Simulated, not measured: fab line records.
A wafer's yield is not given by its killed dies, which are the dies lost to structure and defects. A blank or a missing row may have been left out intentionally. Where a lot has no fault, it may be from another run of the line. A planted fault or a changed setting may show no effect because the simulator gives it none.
fab line records | flow sky130
[record] lots = 11 | wafers = 33 | last-day = 50
route steps=708 shown VIA4@660 PASSIVATION@681 PAD_OPEN@701
lots with no fault: from the same line, run without faults
start-h: start of the lot's first displayed wafer, in hours after the record's first day | wait-h: how many hours have passed since the lot's step before this one | " same as the row above | L1.1+2: a single row standing in for several wafers | - either no value or no given start | * or withheld: withheld | < > ~ a bound
route shown NAME@n: names a module that has steps shown in the file, with the first one's number in the route | usual: mean/standard deviation taken from wafers without a fault | same: alike in all rows | chamber/n: place in a boat | sites: the reading at each site | _std_site: standard deviation across them | _edge_site: inner sites' mean taken away from outer sites' mean | radius-mm: for every site, how far away it sits from the centre of the wafer | mask NAME#n: copy n | behind: the most recent tool/chamber to have shaped the wafer | hold: cause of the lot's hold/its duration in hours/its outcome | device: names the non-switching transistor (n, p or np) | end of line: at the end of the route, the tests of the same wafers | for a step that has no rows: nothing shown but its recipe | killed: not the wafer's yield, but the dies lost to structure and defects at the first sort | map: a wafer's dies, marking killed ones x, the rest . and places with no die _
set.NAME: the setting that was run; set.NAME@STEP: the one run at that earlier step | model.NAME: the simulator's own value behind a step, which no gauge read
the route's steps for a sample of lots (tables are steps, rows are wafers)
services: when a tool's chamber went out of use (start-h, in hours from the record's first day, below 0 if earlier), for how many hours, and the reason
[[steps]]
[step SKY_VIA4_CMP_21]
[recipe] stop-on = SiO2 | t-overpolish-s = 25 | down-force-psi = 3.5 | platen-rpm = 60 | target-thk-nm = 0 | pad-velocity-m-s = 0.94248
[usual] motor-current-A = 11.5/1.1 | overpolish-run-s = 25.001/0.0095 | slurry-filter-dp-kPa = 13.49/0.13 | time-to-endpoint-s = 124/4.1
lot.wafer | tool   | chamber | start-h | wait-h | motor-current-A | overpolish-run-s | slurry-filter-dp-kPa | time-to-endpoint-s
L882.4    | cmp-02 | 3       | 1013.30 | 0.0    | 11.9            | 24.991           | 13.63                | 124
L882.1    | "      | 0       | "       | "      | 12.0            | 24.997           | 13.38                | 125
L882.2    | "      | 2       | "       | "      | 13.9            | 24.986           | 13.45                | 123
L885.3    | cmp-01 | 0       | 1034.86 | 0.1    | 10.3            | 25.023           | 13.50                | 118
L885.2    | "      | 1       | "       | "      | 11.5            | 25.005           | 13.51                | 125
L885.5    | "      | 3       | "       | "      | 9.9             | 24.993           | 13.37                | 127
L887.4    | cmp-01 | 1       | 1050.97 | 0.1    | 11.5            | 25.005           | 13.21                | 125
L887.5    | "      | 0       | "       | "      | 10.6            | 24.988           | 13.52                | 117
L887.6    | "      | 1       | "       | "      | 11.2            | 25.009           | 13.37                | 121
L891.2    | cmp-02 | 3       | 1073.81 | 0.2    | 12.3            | 25.004           | 13.64                | 127
L891.4    | "      | 1       | "       | "      | 12.1            | 25.011           | 13.25                | 120
L891.5    | "      | 2       | "       | "      | 13.4            | 24.994           | 13.51                | 125
L893.4    | cmp-02 | 0       | 1085.63 | 0.0    | 11.4            | 24.997           | 13.44                | 118
L893.1    | "      | 2       | "       | "      | 13.0            | 25.016           | 13.41                | 118
L893.5    | "      | 0       | "       | "      | 11.6            | 25.001           | 13.58                | 123
L898.4    | cmp-02 | 1       | 1116.01 | 0.2    | 13.2            | 24.995           | 13.43                | 121
L898.1    | "      | 2       | "       | "      | 13.6            | 24.998           | 13.48                | 127
L898.2    | "      | 3       | "       | "      | 11.8            | 24.998           | 13.45                | 127
L899.4    | cmp-01 | 3       | 1124.91 | 0.0    | 10.1            | 25.014           | 13.55                | 126
L899.2    | "      | 2       | "       | "      | 10.5            | 24.990           | 13.64                | 126
L899.6    | "      | 0       | "       | "      | 10.4            | 25.008           | 13.38                | 119
L900.4    | cmp-01 | 0       | 1129.56 | 0.1    | 10.8            | 24.993           | 13.34                | 122
L900.6    | "      | 0       | "       | "      | 10.3            | 25.006           | 13.63                | 121
L900.5    | "      | 1       | "       | "      | 11.5            | 25.001           | 13.48                | 124
L901.3    | cmp-01 | 2       | 1132.57 | 0.1    | 10.1            | 24.998           | 13.49                | 124
L901.6    | "      | 1       | "       | "      | 11.5            | 25.007           | 13.51                | 122
L901.5    | "      | 2       | "       | "      | 10.0            | 25.016           | 13.52                | 122
L902.3    | cmp-01 | 2       | 1135.74 | 0.1    | 10.4            | 25.006           | 13.66                | 123
L902.4    | "      | 3       | "       | "      | 10.0            | 24.991           | 13.71                | 128
L902.5    | "      | 0       | "       | "      | 10.5            | 25.014           | 13.52                | 121
L903.1    | cmp-01 | 0       | 1137.49 | 0.1    | 10.5            | 25.011           | 13.49                | 118
L903.2    | "      | 1       | "       | "      | 12.2            | 25.011           | 13.29                | 121
L903.6    | "      | 3       | "       | "      | 10.1            | 25.018           | 13.26                | 123
[step SKY_PASSIVATION_CVD_00]
[recipe] material = SiO2 | target-thk-nm = 90 | temp-c = 400 | time-s = withheld | rf-w = 600
[usual] heater-power-w = 651/62 | rf-fwd-power-W = 589/3.5
lot.wafer | tool     | chamber | start-h | wait-h | heater-power-w | rf-fwd-power-W
L882.1    | pecvd-01 | 1       | 1036.47 | 0.0    | 668            | 585
L882.2    | "        | 2       | "       | "      | 647            | 591
L882.4    | "        | 1       | "       | "      | 687            | 583
L885.2    | pecvd-02 | 2       | 1058.19 | 0.0    | 611            | 596
L885.3    | "        | 2       | "       | "      | 630            | 595
L885.5    | "        | 2       | "       | "      | 626            | 592
L887.4    | pecvd-03 | 0       | 1074.00 | 0.0    | 592            | 593
L887.5    | "        | 1       | "       | "      | 570            | 587
L887.6    | "        | 2       | "       | "      | 701            | 588
L891.2    | pecvd-01 | 2       | 1095.61 | 0.0    | 597            | 594
L891.4    | "        | 2       | "       | "      | 622            | 590
L891.5    | "        | 0       | "       | "      | 734            | 586
L893.1    | pecvd-03 | 1       | 1106.81 | 0.0    | 688            | 588
L893.4    | "        | 0       | "       | "      | 676            | 591
L893.5    | "        | 1       | "       | "      | 687            | 589
L898.1    | pecvd-02 | 1       | 1136.49 | 0.0    | 715            | 588
L898.2    | "        | 0       | "       | "      | 589            | 591
L898.4    | "        | 2       | "       | "      | 626            | 592
L899.2    | pecvd-03 | 1       | 1145.14 | 0.0    | 570            | 589
L899.4    | "        | 1       | "       | "      | 586            | 587
L899.6    | "        | 0       | "       | "      | 572            | 596
L900.4    | pecvd-02 | 0       | 1148.61 | 0.0    | 640            | 594
L900.5    | "        | 1       | "       | "      | 748            | 585
L900.6    | "        | 2       | "       | "      | 605            | 594
L901.3    | pecvd-03 | 1       | 1152.29 | 0.0    | 683            | 588
L901.5    | "        | 0       | "       | "      | 687            | 590
L901.6    | "        | 1       | "       | "      | 699            | 590
L902.3    | pecvd-01 | 1       | 1154.69 | 0.0    | 585            | 586
L902.4    | "        | 2       | "       | "      | 703            | 587
L902.5    | "        | 0       | "       | "      | 679            | 585
L903.1    | pecvd-03 | 0       | 1156.10 | 0.0    | 741            | 591
L903.2    | "        | 1       | "       | "      | 620            | 585
L903.6    | "        | 0       | "       | "      | 746            | 592
[step SKY_PASSIVATION_ETCH_11]
[recipe] chemistry = CF4/O2 | target-depth-nm = 725 | stop-on = AlCu | source-w = 800 | bias-w = 150 | pressure-mtorr = 150 | cf4-flow-sccm = 80 | O2_flow_sccm = 10 | time-s = 161.1
[usual] bias-w = 150.1/0.46 | chamber-pressure-mTorr = 149.98/0.15 | drypump-motor-current-A = 5.8/0.5 | oes-product-au = 0.978/0.0063 | rf-fwd-power-W = 796.9/2.5 | throttle-valve-pct = 5.964/0.0097
lot.wafer | tool        | chamber | start-h | wait-h | bias-w | chamber-pressure-mTorr | drypump-motor-current-A | oes-product-au | rf-fwd-power-W | rf-hours-counter-h | throttle-valve-pct
L882.1    | rie-diel-01 | 3       | 1058.58 | -      | 150.0  | 149.83                 | 5.0                     | 0.977          | 797.5          | 17                 | 5.967
L882.2    | "           | 1       | "       | "      | 149.8  | 149.93                 | 6.1                     | 0.974          | 800.8          | 15                 | 5.969
L882.4    | "           | 2       | "       | "      | 150.5  | 149.82                 | 5.9                     | 0.992          | 797.3          | 6                  | 5.963
L885.2    | rie-diel-03 | 3       | 1079.66 | -      | 150.1  | 149.96                 | 5.1                     | 0.965          | 793.1          | 10                 | 5.967
L885.3    | "           | 0       | "       | "      | 149.9  | 150.17                 | 5.3                     | 0.975          | 791.4          | 16                 | 5.954
L885.5    | "           | 2       | "       | "      | 150.1  | 150.03                 | 6.0                     | 0.977          | 794.1          | -                  | 5.969
L887.4    | rie-diel-01 | 3       | 1094.26 | -      | 149.5  | 150.08                 | 5.0                     | 0.980          | 800.0          | -                  | 5.968
L887.5    | "           | 0       | "       | "      | 149.6  | 149.92                 | 5.3                     | 0.982          | 797.3          | -                  | 5.964
L887.6    | "           | 1       | "       | "      | 150.1  | 149.89                 | 6.2                     | 0.981          | 793.3          | -                  | 5.971
L891.2    | rie-diel-02 | 2       | 1115.71 | -      | 149.8  | 149.74                 | 6.7                     | 0.975          | 796.7          | 26                 | 5.972
L891.4    | "           | 3       | "       | "      | 150.2  | 150.01                 | 6.4                     | 0.988          | 792.2          | 7                  | 5.973
L891.5    | "           | 3       | "       | "      | 151.0  | 150.35                 | 6.4                     | 0.987          | 792.2          | -                  | 5.963
L893.1    | rie-diel-01 | 1       | 1126.26 | -      | 149.4  | 150.04                 | 6.2                     | 0.968          | 804.0          | 17                 | 5.955
L893.4    | "           | 0       | "       | "      | 149.5  | 150.01                 | 5.3                     | 0.982          | 797.6          | 19                 | 5.973
L893.5    | "           | 0       | "       | "      | 149.6  | 150.15                 | 5.3                     | 0.977          | 799.5          | -                  | 5.974
L898.1    | rie-diel-03 | 0       | 1154.31 | -      | 150.6  | 150.10                 | 5.3                     | 0.968          | 798.8          | 18                 | 5.972
L898.2    | "           | 2       | "       | "      | 150.3  | 149.79                 | 6.0                     | 0.967          | 794.3          | 10                 | 5.972
L898.4    | "           | 2       | "       | "      | 149.8  | 150.05                 | 6.0                     | 0.976          | 795.9          | -                  | 5.962
L899.2    | rie-diel-03 | 3       | 1162.96 | -      | 149.4  | 149.97                 | 5.0                     | 0.981          | 795.2          | 14                 | 5.959
L899.4    | "           | 1       | "       | "      | 150.2  | 149.93                 | 5.6                     | 0.981          | 794.3          | 22                 | 5.968
L899.6    | "           | 0       | "       | "      | 151.1  | 149.90                 | 5.3                     | 0.976          | 796.3          | -                  | 5.983
L900.4    | rie-diel-01 | 2       | 1165.56 | -      | 150.5  | 150.00                 | 5.9                     | 0.986          | 798.5          | 10                 | 5.955
L900.5    | "           | 0       | "       | "      | 150.5  | 149.94                 | 5.3                     | 0.977          | 797.8          | -                  | 5.971
L900.6    | "           | 3       | "       | "      | 149.4  | 149.87                 | 5.0                     | 0.987          | 796.0          | -                  | 5.982
L901.3    | rie-diel-02 | 3       | 1168.56 | -      | 149.8  | 150.07                 | 6.3                     | 0.979          | 796.9          | 9                  | 5.963
L901.5    | "           | 2       | "       | "      | 150.3  | 149.97                 | 6.7                     | 0.980          | 796.9          | -                  | 5.969
L901.6    | "           | 1       | "       | "      | 150.2  | 150.08                 | 5.9                     | 0.975          | 795.1          | -                  | 5.957
L902.3    | rie-diel-02 | 1       | 1171.91 | -      | 150.9  | 149.99                 | 5.9                     | 0.980          | 791.1          | 27                 | 5.972
L902.4    | "           | 2       | "       | "      | 149.9  | 149.91                 | 6.7                     | 0.988          | 800.9          | 28                 | 5.951
L902.5    | "           | 0       | "       | "      | 149.9  | 149.90                 | 6.1                     | 0.978          | 797.2          | -                  | 5.967
L903.1    | rie-diel-01 | 3       | 1172.61 | -      | 150.5  | 150.12                 | 5.0                     | 0.961          | 798.3          | 22                 | 5.971
L903.2    | "           | 1       | "       | "      | 150.4  | 149.86                 | 6.2                     | 0.980          | 796.9          | 19                 | 5.978
L903.6    | "           | 0       | "       | "      | 149.9  | 149.66                 | 5.4                     | 0.985          | 799.8          | -                  | 5.965
[step SKY_PAD_OPEN_ETCH_07]
[recipe] chemistry = CF4/O2 | target-depth-nm = 725 | stop-on = AlCu | source-w = 800 | bias-w = 150 | pressure-mtorr = 150 | cf4-flow-sccm = 80 | O2_flow_sccm = 10 | time-s = 161.1
[usual] bias-w = 150.0/0.44 | chamber-pressure-mTorr = 150.01/0.14 | drypump-motor-current-A = 6.0/0.42 | oes-product-au = 0.979/0.0068 | rf-fwd-power-W = 796.7/2.4 | throttle-valve-pct = 5.965/0.0089
lot.wafer | tool        | chamber | start-h | wait-h | bias-w | chamber-pressure-mTorr | drypump-motor-current-A | oes-product-au | rf-fwd-power-W | rf-hours-counter-h | throttle-valve-pct
L882.1    | rie-diel-02 | 1       | 1079.95 | -      | 149.6  | 149.90                 | 5.8                     | 0.983          | 793.2          | 25                 | 5.954
L882.2    | "           | 2       | "       | "      | 150.1  | 150.04                 | 6.7                     | 0.969          | 794.7          | 25                 | 5.957
L882.4    | "           | 3       | "       | "      | 149.9  | 150.01                 | 6.3                     | 0.987          | 796.1          | 6                  | 5.959
L885.2    | rie-diel-02 | 0       | 1100.09 | -      | 150.2  | 150.17                 | 6.1                     | 0.966          | 800.0          | 9                  | 5.984
L885.3    | "           | 3       | "       | "      | 150.3  | 150.00                 | 6.3                     | 0.981          | 793.0          | 6                  | 5.955
L885.5    | "           | 3       | "       | "      | 150.1  | 149.86                 | 6.3                     | 0.981          | 795.1          | -                  | 5.967
L887.4    | rie-diel-02 | 1       | 1113.65 | -      | 149.3  | 150.08                 | 5.9                     | 0.988          | 793.8          | 26                 | 5.967
L887.5    | "           | 0       | "       | "      | 149.8  | 149.68                 | 6.1                     | 0.987          | 804.0          | -                  | 5.963
L887.6    | "           | 3       | "       | "      | 149.3  | 149.98                 | 6.3                     | 0.979          | 795.3          | -                  | 5.971
L891.2    | rie-diel-04 | 3       | 1134.09 | -      | 149.9  | 150.10                 | 5.8                     | 0.969          | 797.4          | 14                 | 5.961
L891.4    | "           | 0       | "       | "      | 149.5  | 149.88                 | 6.0                     | 0.987          | 796.7          | 26                 | 5.961
L891.5    | "           | 1       | "       | "      | 150.3  | 149.86                 | 6.3                     | 0.977          | 792.3          | -                  | 5.970
L893.1    | rie-diel-02 | 3       | 1144.94 | -      | 150.7  | 149.73                 | 6.3                     | 0.974          | 793.4          | 8                  | 5.971
L893.4    | "           | 2       | "       | "      | 150.6  | 149.95                 | 6.7                     | 0.981          | 794.2          | 27                 | 5.946
L893.5    | "           | 1       | "       | "      | 150.1  | 150.01                 | 5.8                     | 0.982          | 796.4          | -                  | 5.959
L898.1    | rie-diel-04 | 0       | 1170.91 | -      | 149.9  | 150.08                 | 6.0                     | 0.973          | 794.0          | 28                 | 5.966
L898.2    | "           | 2       | "       | "      | 149.6  | 149.81                 | 5.6                     | 0.982          | 799.5          | 18                 | 5.964
L898.4    | "           | 3       | "       | "      | 149.3  | 149.76                 | 5.8                     | 0.975          | 796.0          | 16                 | 5.976
L899.2    | rie-diel-02 | 2       | 1178.96 | -      | 162.8  | 150.13                 | 6.7                     | 0.981          | 796.3          | 28                 | 5.982
L899.4    | "           | 1       | "       | "      | 161.7  | 149.99                 | 5.9                     | 0.985          | 801.5          | 28                 | 5.960
L899.6    | "           | 2       | "       | "      | 161.9  | 149.78                 | 6.7                     | 0.981          | 794.7          | -                  | 5.955
L900.4    | rie-diel-02 | 2       | 1181.44 | -      | 162.3  | 150.03                 | 6.6                     | 0.972          | 796.4          | 28                 | 5.951
L900.5    | "           | 0       | "       | "      | 161.7  | 150.17                 | 6.1                     | 0.988          | 800.0          | -                  | 5.978
L900.6    | "           | 3       | "       | "      | 162.2  | 150.01                 | 6.4                     | 0.983          | 797.5          | -                  | 5.969
L901.3    | rie-diel-02 | 2       | 1185.04 | -      | 161.7  | 149.99                 | 6.7                     | 0.985          | 796.3          | 28                 | 5.954
L901.5    | "           | 1       | "       | "      | 161.7  | 150.02                 | 5.9                     | 0.993          | 796.4          | -                  | 5.954
L901.6    | "           | 0       | "       | "      | 161.3  | 149.90                 | 6.1                     | 0.981          | 793.7          | -                  | 5.959
L902.3    | rie-diel-04 | 0       | 1188.21 | -      | 149.9  | 150.35                 | 6.0                     | 0.975          | 800.5          | 28                 | 5.971
L902.4    | "           | 3       | "       | "      | 149.6  | 150.10                 | 5.8                     | 0.991          | 792.2          | 17                 | 5.967
L902.5    | "           | 3       | "       | "      | 150.0  | 149.92                 | 5.8                     | 0.982          | 793.9          | -                  | 5.970
L903.1    | rie-diel-01 | 0       | 1188.79 | -      | 149.8  | 149.83                 | 5.3                     | 0.974          | 795.7          | 21                 | 5.973
L903.2    | "           | 3       | "       | "      | 150.0  | 150.09                 | 5.0                     | 0.970          | 795.7          | 23                 | 5.962
L903.6    | "           | 1       | "       | "      | 148.9  | 150.27                 | 6.1                     | 0.983          | 798.2          | -                  | 5.967
[step SKY_PAD_OPEN_PROBE_99]
[usual] defect-limited-yield = 82.7/1.8 | killed_at_M0_to_M3 = 43/6.8 | killed_at_M4_up = 3.2/1.8 | killed-at-contacts = 24/5.2 | killed-at-front-end = 15/4.2 | killed-at-other = 0.4/0.62 | killed-dies = 85/8.7 | killed-open = 46/6.7 | killed-short = 39/5.9 | sort_bin_3_pad_short = 0.9/0.41 | sort_bin_5_function = 10.2/1.5 | sort_bin_6_memory = 6.3/1.1 | sort-n-pass = 407/8.7 | sort-yield-pct = 82.7/1.8
[same] gross-dies = 492 | killed-at-back-side = 0 | sort_bin_4_leakage[%] = 0 | sort_bin_8_speed[%] = 0
lot.wafer | tool      | chamber | start-h | wait-h | defect-limited-yield[%] | killed_at_M0_to_M3 | killed_at_M4_up | killed-at-contacts | killed-at-front-end | killed-at-other | killed-dies | killed-open | killed-short | sort_bin_3_pad_short[%] | sort_bin_5_function[%] | sort_bin_6_memory[%] | sort-n-pass | sort-yield-pct[%]
L891.2    | prober-01 | -       | 1136.61 | 0.1    | 83.1                    | 39                 | 1               | 23                 | 20                  | 0               | 83          | 47          | 35           | 1.2                     | 8.7                    | 6.9                  | 409         | 83.1
L891.4    | prober-01 | -       | 1136.71 | 0.2    | 83.9                    | 40                 | 2               | 20                 | 17                  | 0               | 79          | 40          | 36           | 1.2                     | 9.1                    | 5.7                  | 413         | 83.9
L891.5    | prober-01 | -       | 1136.76 | 0.2    | 79.3                    | 45                 | 4               | 39                 | 14                  | 0               | 102         | 59          | 42           | 0.8                     | 12.8                   | 7.1                  | 390         | 79.3
L898.1    | prober-02 | -       | 1173.28 | 0.1    | 81.3                    | 37                 | 5               | 33                 | 16                  | 1               | 92          | 54          | 37           | 1.2                     | 11.0                   | 6.5                  | 400         | 81.3
L898.2    | prober-02 | -       | 1173.33 | 0.1    | 83.5                    | 31                 | 2               | 33                 | 15                  | 0               | 81          | 40          | 40           | 1.0                     | 9.8                    | 5.7                  | 411         | 83.5
L898.4    | prober-02 | -       | 1173.43 | 0.2    | 81.3                    | 37                 | 5               | 28                 | 20                  | 2               | 92          | 42          | 49           | 1.0                     | 10.2                   | 7.5                  | 400         | 81.3
L899.2    | prober-01 | -       | 1181.49 | 0.1    | 80.7                    | 49                 | 1               | 26                 | 19                  | 0               | 95          | 52          | 43           | 0.6                     | 11.2                   | 7.5                  | 397         | 80.7
L899.4    | prober-01 | -       | 1181.59 | 0.2    | 81.3                    | 49                 | 4               | 29                 | 10                  | 0               | 92          | 51          | 41           | 0.6                     | 10.0                   | 8.1                  | 400         | 81.3
L899.6    | prober-01 | -       | 1181.69 | 0.2    | 83.9                    | 38                 | 6               | 21                 | 13                  | 1               | 79          | 39          | 39           | 0.4                     | 8.9                    | 6.7                  | 413         | 83.9
L900.4    | prober-02 | -       | 1184.00 | 0.2    | 83.3                    | 32                 | 2               | 23                 | 24                  | 1               | 82          | 47          | 35           | 1.4                     | 11.2                   | 4.1                  | 410         | 83.3
L900.5    | prober-02 | -       | 1184.05 | 0.2    | 83.9                    | 42                 | 6               | 23                 | 8                   | 0               | 79          | 37          | 42           | 1.2                     | 10.2                   | 4.7                  | 413         | 83.9
L900.6    | prober-02 | -       | 1184.10 | 0.2    | 81.5                    | 51                 | 1               | 27                 | 12                  | 0               | 91          | 42          | 49           | 2.2                     | 11.8                   | 4.5                  | 401         | 81.5
L903.1    | prober-01 | -       | 1191.16 | 0.1    | 82.1                    | 51                 | 5               | 19                 | 13                  | 0               | 88          | 55          | 33           | 1.2                     | 10.6                   | 6.1                  | 404         | 82.1
L903.2    | prober-01 | -       | 1191.21 | 0.1    | 82.7                    | 43                 | 2               | 23                 | 16                  | 1               | 85          | 51          | 33           | 1.4                     | 8.5                    | 7.3                  | 407         | 82.7
L903.6    | prober-01 | -       | 1191.41 | 0.2    | 82.7                    | 50                 | 3               | 16                 | 16                  | 0               | 85          | 49          | 36           | 0.4                     | 10.0                   | 6.9                  | 407         | 82.7
// killed by level:class
L891.2 CONTACT:geometric-particle:open=9 VIA1:geometric-particle:open=9 VIA3:geometric-particle:open=8 VIA2:geometric-particle:open=6 FIELD_ISO:geometric-particle:open=5 CONTACT:geometric-particle:short=5 FIELD_ISO:geometric-particle:short=4 LI_CONTACT:geometric-particle:open=4
L891.4 VIA1:geometric-particle:open=9 VIA3:geometric-particle:open=9 CONTACT:geometric-particle:open=8 POLY_GATE:geometric-particle:short=5 METAL2:geometric-particle:short=5 LOCAL_INTERCONNECT:geometric-particle:short=5 VIA2:geometric-particle:open=4 FIELD_ISO:geometric-particle:short=3
L891.5 LI_CONTACT:geometric-particle:open=13 VIA1:geometric-particle:open=13 CONTACT:geometric-particle:open=8 CONTACT:geometric-particle:short=7 LI_CONTACT:geometric-particle:short=6 METAL3:geometric-particle:short=6 VIA1:geometric-particle:short=6 VIA2:geometric-particle:open=6
L898.1 CONTACT:geometric-particle:open=14 VIA1:geometric-particle:open=12 METAL1:geometric-particle:short=7 FIELD_ISO:geometric-particle:open=6 LI_CONTACT:geometric-particle:open=6 CONTACT:geometric-particle:short=6 LI_CONTACT:geometric-particle:short=4 METAL4:geometric-particle:short=4
L898.2 CONTACT:geometric-particle:open=10 LI_CONTACT:geometric-particle:open=9 METAL1:geometric-particle:short=6 VIA2:geometric-particle:open=5 POLY_GATE:geometric-particle:short=5 LOCAL_INTERCONNECT:geometric-particle:short=5 CONTACT:geometric-particle:short=5 VIA1:geometric-particle:short=5
L898.4 CONTACT:geometric-particle:open=9 VIA1:geometric-particle:open=7 CONTACT:geometric-particle:short=7 FIELD_ISO:geometric-particle:short=6 VIA1:geometric-particle:short=6 METAL1:geometric-particle:short=5 METAL2:geometric-particle:short=5 POLY_GATE:geometric-particle:short=4
L899.2 VIA1:geometric-particle:open=14 CONTACT:geometric-particle:open=10 VIA3:geometric-particle:open=9 VIA1:geometric-particle:short=7 FIELD_ISO:geometric-particle:short=5 LOCAL_INTERCONNECT:geometric-particle:short=5 METAL1:geometric-particle:short=5 POLY_GATE:geometric-particle:short=4
L899.4 VIA1:geometric-particle:open=11 CONTACT:geometric-particle:open=10 VIA2:geometric-particle:open=8 LI_CONTACT:geometric-particle:open=7 METAL1:geometric-particle:short=7 CONTACT:geometric-particle:short=6 METAL2:geometric-particle:short=5 VIA3:geometric-particle:open=5
L899.6 METAL1:geometric-particle:short=11 VIA1:geometric-particle:open=8 CONTACT:geometric-particle:short=8 LI_CONTACT:geometric-particle:open=7 VIA3:geometric-particle:open=7 CONTACT:geometric-particle:open=5 FIELD_ISO:geometric-particle:short=4 POLY_GATE:geometric-particle:open=4
L900.4 CONTACT:geometric-particle:open=10 POLY_GATE:geometric-particle:open=9 LI_CONTACT:geometric-particle:open=8 VIA1:geometric-particle:open=8 POLY_GATE:geometric-particle:short=6 FIELD_ISO:geometric-particle:short=4 LOCAL_INTERCONNECT:geometric-particle:short=4 VIA1:geometric-particle:short=4
L900.5 VIA1:geometric-particle:open=8 VIA2:geometric-particle:open=7 CONTACT:geometric-particle:short=6 CONTACT:geometric-particle:open=6 VIA1:geometric-particle:short=6 LOCAL_INTERCONNECT:geometric-particle:short=5 METAL1:geometric-particle:short=5 VIA3:geometric-particle:open=4
L900.6 METAL2:geometric-particle:short=9 CONTACT:geometric-particle:open=8 LI_CONTACT:geometric-particle:open=7 VIA1:geometric-particle:short=7 VIA1:geometric-particle:open=6 VIA3:geometric-particle:short=6 METAL1:geometric-particle:short=5 METAL1:geometric-particle:open=5
L903.1 VIA2:geometric-particle:open=15 VIA1:geometric-particle:open=13 LI_CONTACT:geometric-particle:open=8 CONTACT:geometric-particle:open=7 METAL2:geometric-particle:short=6 FIELD_ISO:geometric-particle:open=4 POLY_GATE:geometric-particle:short=4 METAL3:geometric-particle:short=4
L903.2 VIA3:geometric-particle:open=11 CONTACT:geometric-particle:open=9 VIA1:geometric-particle:open=8 VIA2:geometric-particle:open=6 FIELD_ISO:geometric-particle:open=5 LOCAL_INTERCONNECT:geometric-particle:short=5 CONTACT:geometric-particle:short=5 VIA3:geometric-particle:short=5
L903.6 VIA1:geometric-particle:open=14 VIA2:geometric-particle:open=9 VIA3:geometric-particle:short=7 CONTACT:geometric-particle:open=7 POLY_GATE:geometric-particle:open=6 FIELD_ISO:geometric-particle:open=5 VIA3:geometric-particle:open=4 METAL1:geometric-particle:short=4
[[services]]
tool        | chamber | start-h | hours | kind
cmp-02      | -       | 995.96  | 1.7   | repair
cmp-02      | -       | 1019.30 | 1.9   | repair
rie-diel-04 | 3       | 1023.87 | 4.4   | repair
pecvd-02    | -       | 1024.80 | 0.6   | repair
rie-diel-02 | -       | 1039.35 | 2.8   | pm
rie-diel-01 | 1       | 1040.73 | 4.4   | repair
rie-diel-03 | -       | 1045.87 | 0.4   | repair
rie-diel-03 | 1       | 1049.74 | 3.2   | repair
pecvd-02    | 2       | 1053.72 | 1.8   | repair
pecvd-02    | 1       | 1054.97 | 4.3   | repair
pecvd-03    | -       | 1059.75 | 0.8   | repair
cmp-01      | -       | 1082.20 | 2.1   | repair
cmp-01      | -       | 1084.30 | 4.0   | pm
rie-diel-01 | 2       | 1089.47 | 7.0   | repair
cmp-01      | -       | 1090.76 | 5.9   | pm
cmp-02      | -       | 1096.77 | 0.6   | repair
cmp-01      | -       | 1115.78 | 1.8   | repair
cmp-01      | -       | 1116.13 | 3.9   | repair
rie-diel-02 | 1       | 1127.38 | 15.9  | repair
cmp-01      | -       | 1145.33 | 2.0   | repair
cmp-02      | -       | 1150.18 | 9.8   | pm
rie-diel-02 | 1       | 1157.04 | 6.8   | repair
cmp-01      | -       | 1174.96 | 0.2   | repair
rie-diel-01 | 0       | 1178.84 | 8.3   | repair
[[key]]
[first-sign] step = SKY_PAD_OPEN_ETCH_07 | reading = bias-w | direction = up | sigmas = 27 | usual = 150.0 | struck = 161.9
effect none on later readings
met-at SKY_PAD_OPEN_ETCH_07
struck-lots L899,L900,L901
not-acting-at SKY_VIA4_CMP_21,SKY_PASSIVATION_CVD_00,SKY_PASSIVATION_ETCH_11
onset-between 1144.94 1178.96
[fault] kind = process-parameter-drift | tool = rie-diel-02 | chamber = - | onset-h = 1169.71 | steps = SKY_PAD_OPEN_ETCH_07 | channel = bias-w | offset = 11.763 | shape = step | end-h = 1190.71 | acts-in = these-recipes-only | stated = 150
